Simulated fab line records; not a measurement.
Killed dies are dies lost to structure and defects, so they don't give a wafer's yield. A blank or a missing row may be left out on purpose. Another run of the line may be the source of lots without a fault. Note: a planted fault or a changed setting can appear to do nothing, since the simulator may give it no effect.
fab line records -- flow sky130
[record] lots = 7, wafers = 21, last_day = 50
route steps=708 shown METAL1@446 VIA1@458 PAD_OPEN@708
lots with no fault: from the same line, run without faults
start_h: hours from the record's opening day to when the first of the lot's shown wafers began -- wait_h: time in hours since the lot's previous step -- " repeats the value in the row above -- L1.1+2: a single row standing in for several wafers -- - value missing, or start not given -- * or withheld: withheld -- < > ~ a bound
route shown NAME@n: names a module that has steps shown in the file, with the first one's number in the route -- usual: mean/standard deviation taken from wafers without a fault -- same: alike in all rows -- chamber/n: place in a boat -- sites: per-site readings -- _std_site: their standard deviation -- _edge_site: inner sites' mean taken away from outer sites' mean -- radius_mm: how far each site lies from the wafer's centre -- mask NAME#n: copy n -- behind: the tool/chamber that last shaped the wafer -- hold: reason for holding the lot/hours on hold/outcome of the hold -- device: transistor that didn't switch, given as n, p or np -- end of line: tests of these same wafers at the route's end -- a step without rows: its recipe alone -- killed: count of dies lost to structure and defects at first sort (not the wafer's yield) -- map: the dies of a wafer, with x for killed, . for not killed, _ for no die there
set.NAME: the setting that was run; set.NAME@STEP: the one run at that earlier step -- model.NAME: the simulator's own value behind a step, which no gauge read
lots at some steps of the route; a table a step, a row a wafer
services: the hour from which a tool's chamber was out of use, counted from the record's first day as start_h (under 0 if before that day), plus the number of hours and why
[[steps]]
[step SKY_METAL1_EXPOSE_12]
[recipe] mask_id = MM1, na = 0.8, source_shape = annular, sigma_inner = 0.55, sigma_outer = 0.85, target_cd_nm = 140, dose_mj = 28
[step SKY_METAL1_PEB_13]
[recipe] peb_temp_c = withheld, peb_time_s = withheld, resist = KrF-thick
[step SKY_METAL1_DEVELOP_14]
[recipe] develop_time_s = 60, resist = KrF-thick, dev_temp_c = 21
[step SKY_METAL1_CD_MEAS_15]
[recipe] target_cd_nm = 140
[usual] cd_nm = 140.2/1.4
lot.wafer,tool,chamber,start_h,wait_h,cd_nm
L667.2,cd_sem-02,-,780.34,-,140.8
L667.3,cd_sem-02,-,780.34,-,140.2
L667.6,cd_sem-02,-,780.34,-,139.6
L671.1,cd_sem-02,-,804.95,-,138.3
L671.4,cd_sem-02,-,804.95,-,141.5
L671.6,cd_sem-02,-,804.95,-,140.5
L672.1,cd_sem-02,-,806.50,-,140.1
L672.4,cd_sem-02,-,806.50,-,141.2
L672.5,cd_sem-02,-,806.50,-,139.8
L678.1,cd_sem-01,-,860.95,-,137.3
L678.2,cd_sem-01,-,860.95,-,139.0
L678.4,cd_sem-01,-,860.95,-,138.4
L679.2,cd_sem-01,-,865.24,-,139.7
L679.4,cd_sem-01,-,865.24,-,141.1
L679.6,cd_sem-01,-,865.24,-,139.8
L681.1,cd_sem-01,-,878.32,-,139.2
L681.3,cd_sem-01,-,878.32,-,138.7
L681.4,cd_sem-01,-,878.32,-,138.2
L686.2,cd_sem-01,-,916.72,-,137.2
L686.4,cd_sem-01,-,916.72,-,137.3
L686.5,cd_sem-01,-,916.72,-,139.4
[step SKY_METAL1_OVL_MEAS_16]
[usual] METAL1_OVL = 0/6.2
lot.wafer,tool,chamber,start_h,wait_h,METAL1_OVL[nm]
L667.2,overlay-02,-,780.45,0.1,2
L667.3,overlay-02,-,780.45,0.1,11
L667.6,overlay-02,-,780.45,0.1,2
L671.1,overlay-02,-,805.07,0.1,-1
L671.4,overlay-02,-,805.07,0.1,4
L671.6,overlay-02,-,805.07,0.1,5
L672.1,overlay-02,-,806.62,0.1,11
L672.4,overlay-02,-,806.62,0.1,5
L672.5,overlay-02,-,806.62,0.1,8
L678.1,overlay-02,-,861.07,0.1,-6
L678.2,overlay-02,-,861.07,0.1,5
L678.4,overlay-02,-,861.07,0.1,4
L679.2,overlay-01,-,865.35,0.1,0
L679.4,overlay-01,-,865.35,0.1,-4
L679.6,overlay-01,-,865.35,0.1,-6
L681.1,overlay-01,-,878.44,0.1,6
L681.3,overlay-01,-,878.44,0.1,6
L681.4,overlay-01,-,878.44,0.1,7
L686.2,overlay-01,-,916.83,0.1,-4
L686.4,overlay-01,-,916.83,0.1,1
L686.5,overlay-01,-,916.83,0.1,5
[step SKY_METAL1_DESCUM_17]
[recipe] chemistry = O2, source_power_w = 150, bias_power_w = 0, pressure_mtorr = 10, temp_c = 40, time_s = 8
[usual] drypump_motor_current_A = 5.3/0.35, oes_product_au = 1.003/0.0082
lot.wafer,tool,chamber,start_h,wait_h,drypump_motor_current_A,oes_product_au,rf_hours_counter_h
L667.2,rie_metal-03,0,780.48,0.0,6.1,0.997,2
L667.3,rie_metal-03,1,780.48,0.0,5.6,1.000,-
L667.6,rie_metal-03,0,780.48,0.0,6.1,0.992,-
L671.1,rie_metal-01,1,805.11,0.0,4.8,1.000,13
L671.4,rie_metal-01,1,805.11,0.0,4.8,0.997,-
L671.6,rie_metal-01,1,805.11,0.0,4.8,0.989,-
L672.1,rie_metal-01,1,806.66,0.0,4.8,1.001,14
L672.4,rie_metal-01,0,806.66,0.0,5.4,1.012,-
L672.5,rie_metal-01,0,806.66,0.0,5.3,1.005,-
L678.1,rie_metal-01,0,861.11,0.0,5.3,1.012,9
L678.2,rie_metal-01,1,861.11,0.0,4.8,1.005,16
L678.4,rie_metal-01,0,861.11,0.0,5.3,1.005,-
L679.2,rie_metal-03,1,865.38,0.0,5.6,1.012,2
L679.4,rie_metal-03,1,865.38,0.0,5.6,1.019,-
L679.6,rie_metal-03,1,865.38,0.0,5.6,1.015,-
L681.1,rie_metal-01,0,878.48,0.0,5.3,0.995,9
L681.3,rie_metal-01,0,878.48,0.0,5.3,1.002,-
L681.4,rie_metal-01,0,878.48,0.0,5.3,0.997,-
L686.2,rie_metal-03,0,916.86,0.0,6.1,1.004,8
L686.4,rie_metal-03,0,916.86,0.0,6.1,0.997,-
L686.5,rie_metal-03,0,916.86,0.0,6.1,0.985,-
[step SKY_METAL1_ETCH_18]
[recipe] chemistry = N2/H2, target = BARC, ion_energy_ev = 200, bias_w = 100, pressure_mtorr = 30, n2_flow_sccm = 100, h2_flow_sccm = 200, icp_w = 500, stop_on = SiO2, time_s = 45.9, target_depth_a = 600
[usual] drypump_motor_current_A = 5.3/0.35, oes_product_au = 0.855/0.0052, throttle_valve_pct = 13.225/0.0093
lot.wafer,tool,chamber,start_h,wait_h,drypump_motor_current_A,oes_product_au,rf_hours_counter_h,throttle_valve_pct
L667.2,rie_metal-03,0,780.51,0.0,6.1,0.856,2,13.227
L667.3,rie_metal-03,1,780.51,0.0,5.6,0.859,-,13.214
L667.6,rie_metal-03,0,780.51,0.0,6.1,0.850,-,13.226
L671.1,rie_metal-01,1,805.14,0.0,4.8,0.855,14,13.237
L671.4,rie_metal-01,1,805.14,0.0,4.8,0.851,-,13.236
L671.6,rie_metal-01,1,805.14,0.0,4.8,0.858,-,13.230
L672.1,rie_metal-01,1,806.69,0.0,4.9,0.855,14,13.230
L672.4,rie_metal-01,0,806.69,0.0,5.4,0.857,-,13.220
L672.5,rie_metal-01,0,806.69,0.0,5.3,0.854,-,13.235
L678.1,rie_metal-01,0,861.14,0.0,5.3,0.852,9,13.240
L678.2,rie_metal-01,1,861.14,0.0,4.8,0.858,16,13.221
L678.4,rie_metal-01,0,861.14,0.0,5.3,0.849,-,13.227
L679.2,rie_metal-03,1,865.41,0.0,5.6,0.856,2,13.231
L679.4,rie_metal-03,1,865.41,0.0,5.6,0.859,-,13.238
L679.6,rie_metal-03,1,865.41,0.0,5.6,0.865,-,13.234
L681.1,rie_metal-01,0,878.54,0.1,5.3,0.854,9,13.218
L681.3,rie_metal-01,0,878.54,0.1,5.3,0.857,-,13.229
L681.4,rie_metal-01,0,878.54,0.1,5.3,0.852,-,13.215
L686.2,rie_metal-03,0,916.89,0.0,6.1,0.849,8,13.210
L686.4,rie_metal-03,0,916.89,0.0,6.0,0.857,-,13.221
L686.5,rie_metal-03,0,916.89,0.0,6.1,0.858,-,13.236
[step SKY_METAL1_METAL_ETCH_19]
[recipe] target_depth_a = 3600, stop_on = SiO2, over_etch_frac = 0.3, time_s = 78, chemistry = Cl2/BCl3, resist_sidewall_deg = 88, pressure_mtorr = 10, icp_w = 900, bias_w = 48.5, Cl2_flow_sccm = 60, bcl3_flow_sccm = 30
[usual] bcl3_flow_sccm = 29.99/0.088, drypump_motor_current_A = 5.3/0.34, oes_product_au = 0.855/0.006, throttle_valve_pct = 22.264/0.0095
lot.wafer,tool,chamber,start_h,wait_h,bcl3_flow_sccm,drypump_motor_current_A,oes_product_au,rf_hours_counter_h,throttle_valve_pct
L667.2,rie_metal-03,0,780.58,0.0,30.02,6.1,0.851,2,22.251
L667.3,rie_metal-03,1,780.58,0.0,30.08,5.6,0.855,-,22.270
L667.6,rie_metal-03,0,780.58,0.0,30.03,6.0,0.859,-,22.246
L671.1,rie_metal-01,1,805.20,0.0,29.97,4.8,0.861,14,22.261
L671.4,rie_metal-01,1,805.20,0.0,29.85,4.8,0.860,-,22.275
L671.6,rie_metal-01,1,805.20,0.0,29.99,4.8,0.859,-,22.272
L672.1,rie_metal-01,1,806.75,0.0,29.91,4.8,0.847,14,22.256
L672.4,rie_metal-01,0,806.75,0.0,29.89,5.3,0.855,-,22.276
L672.5,rie_metal-01,0,806.75,0.0,29.87,5.3,0.854,-,22.267
L678.1,rie_metal-01,0,861.20,0.0,30.06,5.3,0.865,9,22.260
L678.2,rie_metal-01,1,861.20,0.0,30.00,4.8,0.839,16,22.250
L678.4,rie_metal-01,0,861.20,0.0,30.07,5.3,0.859,-,22.273
L679.2,rie_metal-03,1,865.48,0.0,29.90,5.6,0.864,2,22.259
L679.4,rie_metal-03,1,865.48,0.0,29.96,5.6,0.862,-,22.283
L679.6,rie_metal-03,1,865.48,0.0,29.88,5.6,0.865,-,22.266
L681.1,rie_metal-01,0,878.67,0.1,30.11,5.3,0.864,9,22.269
L681.3,rie_metal-01,0,878.67,0.1,29.92,5.3,0.859,-,22.263
L681.4,rie_metal-01,0,878.67,0.1,30.00,5.3,0.863,-,22.263
L686.2,rie_metal-03,0,916.95,0.0,29.97,6.1,0.847,8,22.267
L686.4,rie_metal-03,0,916.95,0.0,30.26,6.1,0.851,-,22.273
L686.5,rie_metal-03,0,916.95,0.0,30.15,6.1,0.847,-,22.264
[step SKY_METAL1_STRIP_20]
[recipe] chemistry = O2/N2, power_w = 1400, pressure_mtorr = 1500, platen_temp_c = withheld, o2_flow_sccm = 3000, n2_flow_sccm = 300, overash_fraction = 0.5
[usual] drypump_motor_current_A = 5.9/0.48, oes_product_au = 0.342/0.0048, strip_time_to_endpoint_s = 2.68/0.039
lot.wafer,tool,chamber,start_h,wait_h,drypump_motor_current_A,oes_product_au,rf_hours_counter_h,strip_time_to_endpoint_s
L667.2,plasma_asher-01,1,780.67,0.1,5.8,0.330,68,2.71
L667.3,plasma_asher-01,1,780.67,0.1,5.8,0.349,-,2.75
L667.6,plasma_asher-01,1,780.67,0.1,5.8,0.340,-,2.72
L671.1,plasma_asher-01,0,805.29,0.1,6.6,0.345,69,2.66
L671.4,plasma_asher-01,0,805.29,0.1,6.7,0.340,-,2.67
L671.6,plasma_asher-01,1,805.29,0.1,5.8,0.349,-,2.70
L672.1,plasma_asher-02,0,806.84,0.1,5.0,0.344,98,2.74
L672.4,plasma_asher-02,1,806.84,0.1,6.0,0.344,-,2.72
L672.5,plasma_asher-02,0,806.84,0.1,5.0,0.345,-,2.72
L678.1,plasma_asher-02,0,861.29,0.1,5.0,0.339,103,2.69
L678.2,plasma_asher-02,1,861.29,0.1,6.0,0.348,103,2.67
L678.4,plasma_asher-02,0,861.29,0.1,5.0,0.345,-,2.67
L679.2,plasma_asher-03,0,865.57,0.1,5.9,0.341,44,2.57
L679.4,plasma_asher-03,0,865.57,0.1,5.9,0.339,-,2.59
L679.6,plasma_asher-03,0,865.57,0.1,5.9,0.345,-,2.61
L681.1,plasma_asher-03,0,878.85,0.1,5.9,0.348,45,2.69
L681.3,plasma_asher-03,0,878.85,0.1,5.9,0.333,-,2.65
L681.4,plasma_asher-03,1,878.85,0.1,6.2,0.334,-,2.69
L686.2,plasma_asher-02,1,917.04,0.1,6.1,0.345,109,2.71
L686.4,plasma_asher-02,1,917.04,0.1,6.1,0.343,-,2.71
L686.5,plasma_asher-02,0,917.04,0.1,5.0,0.355,-,2.68
[step SKY_METAL1_STRIP_21]
[recipe] chemistry = post_etch_residue_remover, time_s = 1200, temp_c = 72.5
[step SKY_METAL1_CLEAN_22]
[recipe] chemistry = IPA, time_s = 180, temp_c = 25
[step SKY_METAL1_CLEAN_23]
[recipe] chemistry = O3/DIW, dry = n2_spin
[step SKY_VIA1_HDPCVD_00]
[recipe] material = SiO2, target_thk_nm = 1030, sigma_open_frac = 0.3, time_s = 171.7, temp_c = 400, sih4_flow_sccm = 60, pressure_mtorr = 6
lot.wafer,tool,chamber,start_h,wait_h
L667.2+3+6,hdpcvd-02,"2,0,2",781.69,0.0
L671.1+4+6,hdpcvd-02,"1,2,1",805.89,0.0
L672.1+4+5,hdpcvd-02,"2,1,2",807.45,0.0
L678.1+2+4,hdpcvd-01,"2,1,0",861.90,0.0
L678.1+2+4,hdpcvd-01,"2,1,0",862.18,0.2
L679.2+4+6,hdpcvd-01,"1,1,0",866.20,0.0
L679.2+4+6,hdpcvd-01,"1,1,0",866.48,0.2
L681.1+3+4,hdpcvd-01,"0,1,2",879.44,0.0
L681.1+3+4,hdpcvd-01,"0,1,2",879.72,0.2
L686.2+4+5,hdpcvd-02,"1,1,2",917.64,0.0
[step SKY_VIA1_THK_MEAS_01]
[recipe] reads = SiO2_of_VIA1_HDPCVD_00
[usual] VIA1_HDPCVD_THK = 1037/11
lot.wafer,tool,chamber,start_h,wait_h,VIA1_HDPCVD_THK[nm]
L667.2,film_metro-03,-,781.81,0.1,1034
L667.3,film_metro-03,-,781.81,0.1,1052
L667.6,film_metro-03,-,781.81,0.1,1056
L671.1,film_metro-04,-,806.05,0.1,1026
L671.4,film_metro-04,-,806.05,0.1,1030
L671.6,film_metro-04,-,806.05,0.1,1011
L672.1,film_metro-03,-,807.62,0.1,1036
L672.4,film_metro-03,-,807.62,0.1,1027
L672.5,film_metro-03,-,807.62,0.1,1045
L678.1,film_metro-04,-,862.44,0.2,2099
L678.2,film_metro-04,-,862.44,0.2,2106
L678.4,film_metro-04,-,862.44,0.2,2074
L679.2,film_metro-01,-,866.60,0.1,2091
L679.4,film_metro-01,-,866.60,0.1,2102
L679.6,film_metro-01,-,866.60,0.1,2087
L681.1,film_metro-03,-,879.93,0.2,2088
L681.3,film_metro-03,-,879.93,0.2,2097
L681.4,film_metro-03,-,879.93,0.2,2098
L686.2,film_metro-01,-,917.76,0.1,1013
L686.4,film_metro-01,-,917.76,0.1,998
L686.5,film_metro-01,-,917.76,0.1,1029
[step SKY_VIA1_CMP_02]
[recipe] material = SiO2, down_force_psi = 4, platen_rpm = 60, pad_velocity_m_s = 0.94248
[usual] motor_current_A = 12.6/1.4
lot.wafer,tool,chamber,start_h,wait_h,motor_current_A
L667.2,cmp-02,2,782.28,0.5,11.0
L667.3,cmp-02,1,782.28,0.5,12.1
L667.6,cmp-02,2,782.28,0.5,10.8
L671.4,cmp-01,3,806.11,0.0,12.2
L671.1,cmp-01,2,806.11,0.0,14.9
L671.6,cmp-01,3,806.11,0.0,11.3
L672.1,cmp-01,0,807.68,0.1,13.3
L672.4,cmp-01,3,807.68,0.1,11.8
L672.5,cmp-01,1,807.68,0.1,12.1
L678.4,cmp-01,2,862.50,0.0,13.8
L678.2,cmp-01,0,862.50,0.0,13.2
L678.1,cmp-01,1,862.50,0.0,11.8
L679.4,cmp-01,0,866.70,0.1,14.4
L679.2,cmp-01,2,866.70,0.1,13.9
L679.6,cmp-01,0,866.70,0.1,14.0
L681.1,cmp-01,2,880.04,0.1,14.4
L681.4,cmp-01,3,880.04,0.1,11.6
L681.3,cmp-01,0,880.04,0.1,13.2
L686.2,cmp-01,1,917.81,0.0,12.4
L686.4,cmp-01,3,917.81,0.0,12.1
L686.5,cmp-01,1,917.81,0.0,11.4
[step SKY_PAD_OPEN_PROBE_99]
[usual] defect_limited_yield = 82.5/2, killed_at_M0_to_M3 = 44/7.4, killed_at_M4_up = 3.0/1.8, killed_at_contacts = 24/5.1, killed_at_front_end = 15/4.3, killed_at_other = 0.3/0.54, killed_dies = 86/9.9, killed_open = 47/7.1, killed_short = 38/6.7, sort_bin_3_pad_short = 0.8/0.39, sort_bin_5_function = 10.4/1.5, sort_bin_6_memory = 6.2/1.2, sort_n_pass = 406/9.9, sort_yield_pct = 82.5/2
[same] gross_dies = 492, killed_at_back_side = 0, sort_bin_4_leakage[%] = 0, sort_bin_8_speed[%] = 0
lot.wafer,tool,chamber,start_h,wait_h,defect_limited_yield[%],killed_at_M0_to_M3,killed_at_M4_up,killed_at_contacts,killed_at_front_end,killed_at_other,killed_dies,killed_open,killed_short,sort_bin_3_pad_short[%],sort_bin_5_function[%],sort_bin_6_memory[%],sort_n_pass,sort_yield_pct[%]
L667.2,prober-02,-,1090.64,0.1,83.7,35,5,22,18,0,80,42,38,0.6,9.6,6.1,412,83.7
L667.3,prober-02,-,1090.69,0.2,83.1,40,5,23,15,0,83,41,42,1.4,9.8,5.7,409,83.1
L667.6,prober-02,-,1090.84,0.2,86.2,37,1,12,18,0,68,38,30,1.2,7.9,4.7,424,86.2
L671.1,prober-01,-,1110.44,0.1,82.9,51,6,17,10,0,84,40,44,0.8,11.0,5.3,408,82.9
L671.4,prober-01,-,1110.59,0.2,84.8,44,2,17,12,0,75,42,33,0.2,9.6,5.5,417,84.8
L671.6,prober-01,-,1110.69,0.2,79.1,59,6,25,13,0,103,56,47,0.6,12.8,7.5,389,79.1
L672.1,prober-02,-,1113.49,0.1,82.5,41,2,21,22,0,86,51,35,0.6,11.8,5.1,406,82.5
L672.4,prober-02,-,1113.64,0.2,82.3,39,1,26,21,0,87,49,38,0.8,10.4,6.5,405,82.3
L672.5,prober-02,-,1113.69,0.2,81.3,45,5,24,18,0,92,52,40,0.8,11.4,6.5,400,81.3
L678.1,prober-01,-,1149.48,0.1,81.1,39,10,30,14,0,93,48,45,0.8,10.4,7.7,399,81.1
L678.2,prober-01,-,1149.53,0.1,80.5,50,4,24,18,0,96,55,41,1.2,11.0,7.3,396,80.5
L678.4,prober-01,-,1149.63,0.2,83.7,47,6,21,6,0,80,41,39,0.2,9.8,6.3,412,83.7
L679.2,prober-02,-,1155.78,0.1,80.7,35,4,32,24,0,95,51,44,0.8,11.8,6.7,397,80.7
L679.4,prober-02,-,1155.88,0.2,82.1,38,3,23,24,0,88,57,31,0.4,11.4,6.1,404,82.1
L679.6,prober-02,-,1155.98,0.2,81.3,54,2,21,15,0,92,41,51,0.8,11.2,6.7,400,81.3
L681.1,prober-02,-,1164.71,0.1,83.7,34,3,24,18,1,80,44,36,0.6,10.0,5.7,412,83.7
L681.3,prober-02,-,1164.81,0.2,81.7,44,3,27,16,0,90,48,42,1.0,10.0,7.3,402,81.7
L681.4,prober-02,-,1164.86,0.2,81.1,38,2,26,27,0,93,53,40,1.0,11.0,6.9,399,81.1
L686.2,prober-01,-,1191.09,0.1,81.9,53,1,17,18,0,89,35,54,1.8,11.8,4.5,403,81.9
L686.4,prober-01,-,1191.19,0.2,79.3,66,1,17,18,0,102,52,50,0.8,12.4,7.5,390,79.3
L686.5,prober-01,-,1191.24,0.2,82.5,45,3,25,13,0,86,44,42,0.2,9.6,7.7,406,82.5
// killed by level:class
L667.2 CONTACT:geometric_particle:open=11 VIA1:geometric_particle:open=7 CONTACT:geometric_particle:short=6 FIELD_ISO:geometric_particle:short=5 VIA1:geometric_particle:short=5 METAL2:geometric_particle:short=5 VIA2:geometric_particle:open=5 POLY_GATE:geometric_particle:open=4
L667.3 VIA1:geometric_particle:open=11 CONTACT:geometric_particle:open=9 VIA2:geometric_particle:open=6 VIA1:geometric_particle:short=6 POLY_GATE:geometric_particle:short=5 LOCAL_INTERCONNECT:geometric_particle:short=5 METAL4:geometric_particle:short=5 METAL1:geometric_particle:short=4
L667.6 VIA1:geometric_particle:open=9 VIA2:geometric_particle:open=7 LI_CONTACT:geometric_particle:open=6 FIELD_ISO:geometric_particle:open=5 FIELD_ISO:geometric_particle:short=5 METAL1:geometric_particle:short=4 VIA1:geometric_particle:short=4 VIA2:geometric_particle:short=4
L671.1 VIA1:geometric_particle:open=9 METAL2:geometric_particle:short=9 VIA3:geometric_particle:open=6 CONTACT:geometric_particle:open=6 LI_CONTACT:geometric_particle:open=5 VIA1:geometric_particle:short=5 METAL3:geometric_particle:short=5 FIELD_ISO:geometric_particle:short=4
L671.4 VIA1:geometric_particle:open=8 LI_CONTACT:geometric_particle:open=7 METAL1:geometric_particle:short=7 VIA3:geometric_particle:open=6 METAL2:geometric_particle:short=5 VIA1:geometric_particle:short=4 VIA2:geometric_particle:open=4 FIELD_ISO:geometric_particle:open=3
L671.6 LI_CONTACT:geometric_particle:open=13 VIA1:geometric_particle:open=13 VIA1:geometric_particle:short=9 VIA3:geometric_particle:short=7 VIA2:geometric_particle:open=7 CONTACT:geometric_particle:open=6 METAL2:geometric_particle:short=6 CONTACT:geometric_particle:short=4
L672.1 VIA1:geometric_particle:open=11 FIELD_ISO:geometric_particle:open=10 CONTACT:geometric_particle:open=8 METAL2:geometric_particle:short=6 FIELD_ISO:geometric_particle:short=5 VIA2:geometric_particle:open=5 VIA3:geometric_particle:open=5 LI_CONTACT:geometric_particle:open=4
L672.4 VIA1:geometric_particle:open=12 LI_CONTACT:geometric_particle:open=10 CONTACT:geometric_particle:open=7 FIELD_ISO:geometric_particle:open=6 LOCAL_INTERCONNECT:geometric_particle:short=5 METAL1:geometric_particle:short=5 METAL2:geometric_particle:short=5 FIELD_ISO:geometric_particle:short=4
L672.5 VIA1:geometric_particle:open=10 VIA3:geometric_particle:open=9 LI_CONTACT:geometric_particle:open=8 CONTACT:geometric_particle:open=8 POLY_GATE:geometric_particle:short=6 METAL2:geometric_particle:short=6 LOCAL_INTERCONNECT:geometric_particle:short=6 POLY_GATE:geometric_particle:open=5
L678.1 VIA1:geometric_particle:open=13 CONTACT:geometric_particle:open=8 METAL4:geometric_particle:short=7 LI_CONTACT:geometric_particle:open=6 CONTACT:geometric_particle:short=6 VIA2:geometric_particle:open=6 VIA1:geometric_particle:short=5 FIELD_ISO:geometric_particle:short=4
L678.2 VIA1:geometric_particle:open=12 CONTACT:geometric_particle:open=12 METAL1:geometric_particle:short=9 VIA3:geometric_particle:open=7 METAL2:geometric_particle:short=6 POLY_GATE:geometric_particle:short=5 LI_CONTACT:geometric_particle:open=5 FIELD_ISO:geometric_particle:open=4
L678.4 VIA3:geometric_particle:open=10 METAL2:geometric_particle:short=9 CONTACT:geometric_particle:open=6 VIA1:geometric_particle:open=6 VIA2:geometric_particle:open=5 LI_CONTACT:geometric_particle:open=5 VIA1:geometric_particle:short=4 CONTACT:geometric_particle:short=4
L679.2 VIA1:geometric_particle:open=13 CONTACT:geometric_particle:open=9 LI_CONTACT:geometric_particle:open=9 FIELD_ISO:geometric_particle:short=8 POLY_GATE:geometric_particle:open=6 CONTACT:geometric_particle:short=6 LOCAL_INTERCONNECT:geometric_particle:short=5 VIA1:geometric_particle:short=5
L679.4 VIA1:geometric_particle:open=13 FIELD_ISO:geometric_particle:open=8 LI_CONTACT:geometric_particle:open=8 CONTACT:geometric_particle:open=8 VIA2:geometric_particle:open=6 FIELD_ISO:geometric_particle:short=4 POLY_GATE:geometric_particle:open=4 METAL1:geometric_particle:short=4
L679.6 VIA1:geometric_particle:open=12 VIA1:geometric_particle:short=9 CONTACT:geometric_particle:open=7 METAL1:geometric_particle:short=7 FIELD_ISO:geometric_particle:open=5 METAL3:geometric_particle:short=5 METAL2:geometric_particle:short=5 VIA2:geometric_particle:open=5
L681.1 CONTACT:geometric_particle:short=7 VIA1:geometric_particle:open=7 LI_CONTACT:geometric_particle:open=7 METAL2:geometric_particle:short=7 VIA2:geometric_particle:open=7 FIELD_ISO:geometric_particle:short=6 VIA3:geometric_particle:open=5 SPACER:geometric_particle:short=4
L681.3 VIA1:geometric_particle:open=10 CONTACT:geometric_particle:open=9 METAL2:geometric_particle:short=8 LI_CONTACT:geometric_particle:open=6 CONTACT:geometric_particle:short=6 VIA3:geometric_particle:open=6 LI_CONTACT:geometric_particle:short=5 METAL1:geometric_particle:short=5
L681.4 CONTACT:geometric_particle:open=14 VIA1:geometric_particle:open=10 FIELD_ISO:geometric_particle:short=8 FIELD_ISO:geometric_particle:open=6 VIA3:geometric_particle:open=6 LI_CONTACT:geometric_particle:open=5 VIA2:geometric_particle:open=5 POLY_GATE:geometric_particle:short=4
L686.2 METAL2:geometric_particle:short=10 METAL1:geometric_particle:short=8 POLY_GATE:geometric_particle:short=6 CONTACT:geometric_particle:open=6 VIA1:geometric_particle:short=6 VIA1:geometric_particle:open=6 VIA2:geometric_particle:open=6 VIA3:geometric_particle:open=6
L686.4 VIA1:geometric_particle:open=18 VIA3:geometric_particle:open=10 VIA1:geometric_particle:short=8 METAL2:geometric_particle:short=8 LI_CONTACT:geometric_particle:open=6 METAL1:geometric_particle:short=6 POLY_GATE:geometric_particle:short=5 CONTACT:geometric_particle:open=5
L686.5 CONTACT:geometric_particle:open=9 METAL1:geometric_particle:short=8 VIA1:geometric_particle:short=7 VIA1:geometric_particle:open=7 METAL2:geometric_particle:short=7 VIA3:geometric_particle:open=7 LI_CONTACT:geometric_particle:open=6 LOCAL_INTERCONNECT:geometric_particle:short=6
[[services]]
tool,chamber,start_h,hours,kind
rie_metal-03,-,759.02,0.3,repair
hdpcvd-01,0,768.17,4.4,repair
cmp-01,-,778.38,4.2,repair
plasma_asher-01,-,781.06,15.6,pm
rie_metal-03,1,784.03,-,clean
rie_metal-03,1,784.03,21.3,scheduled_down
rie_metal-03,1,784.03,21.3,vent_cycle
hdpcvd-02,0,788.64,19.3,repair
cmp-01,-,815.94,5.0,pm
cmp-02,-,828.95,2.5,repair
rie_metal-01,0,840.21,6.9,repair
cmp-01,-,841.28,1.0,repair
rie_metal-01,-,862.55,14.6,pm
hdpcvd-01,-,870.95,2.8,pm
plasma_asher-02,-,874.67,2.9,repair
rie_metal-01,1,877.15,-,clean
rie_metal-01,1,877.15,22.3,scheduled_down
rie_metal-01,1,877.15,22.3,vent_cycle
cmp-02,-,912.00,4.0,pm
cmp-02,-,916.00,-,consumable_replace:conditioner
cmp-02,-,916.00,-,consumable_replace:pad
[[key]]
[first_sign] step = SKY_VIA1_HDPCVD_00, reading = visit, direction = added
[effect] step = SKY_VIA1_THK_MEAS_01, reading = VIA1_HDPCVD_THK, direction = up, sigmas = 94, usual = 1037, struck = 2094
met_at SKY_VIA1_HDPCVD_00
struck_wafers L678.1,L678.2,L678.4,L679.2,L679.4,L679.6,L681.1,L681.3,L681.4
[fault] kind = repeated_step_whole, tool = hdpcvd-01,hdpcvd-02, chamber = -, onset_h = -, steps = SKY_VIA1_HDPCVD_00, times = 1, scope = struck_lots_only
